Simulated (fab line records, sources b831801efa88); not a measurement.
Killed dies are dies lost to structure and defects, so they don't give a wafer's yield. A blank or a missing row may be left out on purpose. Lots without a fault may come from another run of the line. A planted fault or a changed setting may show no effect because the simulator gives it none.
A struck lot beside a sound one | flow sky130 | 15 steps out of a route of 708
Sound: wafers L192.1, L192.2, L192.6. Struck: wafer L202.3. (L202.4, L202.5 of the same lot were not struck and are left out.) The cause comes at the end.
At each step with rows: each side's tool, then ch and its chambers, then its first start. Under that, the readings that differ: sound wafers | struck wafers | difference of the means | sigmas: that difference in standard deviations of wafers without a fault.
alike: readings whose means differ by less than 2 such deviations, and words and numbers that are the same on both sides. not compared: withheld readings, readings that some wafer has no value for, bounds like >300 that may hide the same value, and numbers for which the record gives no deviation and whose values overlap.
The two part at a step that has a row with sigmas, a row that says differs or no value, or rows on one side only. Numbers that don't overlap but have no deviation are shown without sigmas and don't part them. A reading that every wafer of one side lacks parts them only if that side has two wafers or more.

SKY_VIA2_CMP_02: polishes SiO2.
  sound on cmp-02 ch 0,2, day 36 00:07; struck on cmp-02 ch 0, day 38 16:16
  alike: head_pressure_psi, motor_current_A
SKY_VIA2_BOW_MEAS_03:
  sound on film_metro-04, day 36 00:25; struck on film_metro-04, day 38 16:30
  alike: VIA2_BOW
then, 8 steps without rows for these wafers: SKY_VIA2_DEHYDRATE_04 (time 60 s); SKY_VIA2_HMDS_05 (prime time 60 s); SKY_VIA2_COAT_06 (resist thk 60 nm); SKY_VIA2_COAT_07 (resist thk 450 nm); SKY_VIA2_SOFTBAKE_08 (time 90 s); SKY_VIA2_EXPOSE_09 (exposes mask VIM2, target cd 200 nm); SKY_VIA2_PEB_10; SKY_VIA2_DEVELOP_11 (develop time 60 s).
SKY_VIA2_CD_MEAS_12: target cd 200 nm.
  sound on cd_sem-01, day 37 01:59; struck on cd_sem-01, day 39 17:56
  alike: cd_nm
SKY_VIA2_OVL_MEAS_13:
  sound on overlay-02, day 37 02:07; struck on overlay-01, day 39 18:01
  alike: VIA2_OVL
SKY_VIA2_ETCH_14: etches BARC in N2/H2, stops on SiO2, time 45.9 s, target depth 60 nm.
  sound on rie_diel-03 ch 2,3, day 37 02:09; struck on rie_diel-03 ch 1, day 39 18:02
  reading               | sound             | struck | difference | sigmas
  bias_w (W)            | 99.1 99.7 99.7    | 94.8   | -4.7       | -15
  oes_product_au (a.u.) | 0.855 0.852 0.848 | 0.861  | +0.009     | +2
  alike: drypump_motor_current_A, throttle_valve_pct
  not compared: rf_hours_counter_h
SKY_VIA2_ETCH_15: etches SiO2 in C4F8/O2/Ar, stops on TiN, target depth 546 nm, time 84 s.
  sound on rie_diel-03 ch 2,3, day 37 02:11; struck on rie_diel-03 ch 1, day 39 18:05
  alike: bias_w, oes_product_au
  not compared: rf_hours_counter_h
-- the record jumps here: 9 days lie between the struck wafers' starts before and after (it left off in module VIA2 and takes up again in module PAD_OPEN, whose first step shown is number 708 of the route) --
SKY_PAD_OPEN_PROBE_99:
  sound on prober-01, day 46 07:01; struck on prober-02, day 48 13:34
  reading                 | sound          | struck | difference | sigmas
  sort_bin_5_function (%) | 10.6 11.6 10.0 | 13.8   | +3.1       | +2
  alike: defect_limited_yield, killed_at_M0_to_M3, killed_at_M4_up, killed_at_contacts, killed_at_front_end, killed_at_other, killed_dies, killed_open, killed_short, sort_bin_3_pad_short, sort_bin_6_memory, sort_n_pass, sort_yield_pct

WHERE THEY PART
First at SKY_VIA2_ETCH_14; last, within this record, at SKY_PAD_OPEN_PROBE_99.

WHY: what the simulator had put in
Process parameter drift: rie_diel-03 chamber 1, from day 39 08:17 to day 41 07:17, at SKY_VIA2_ETCH_14. Setting bias_w, moved by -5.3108, from 100. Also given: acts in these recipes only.
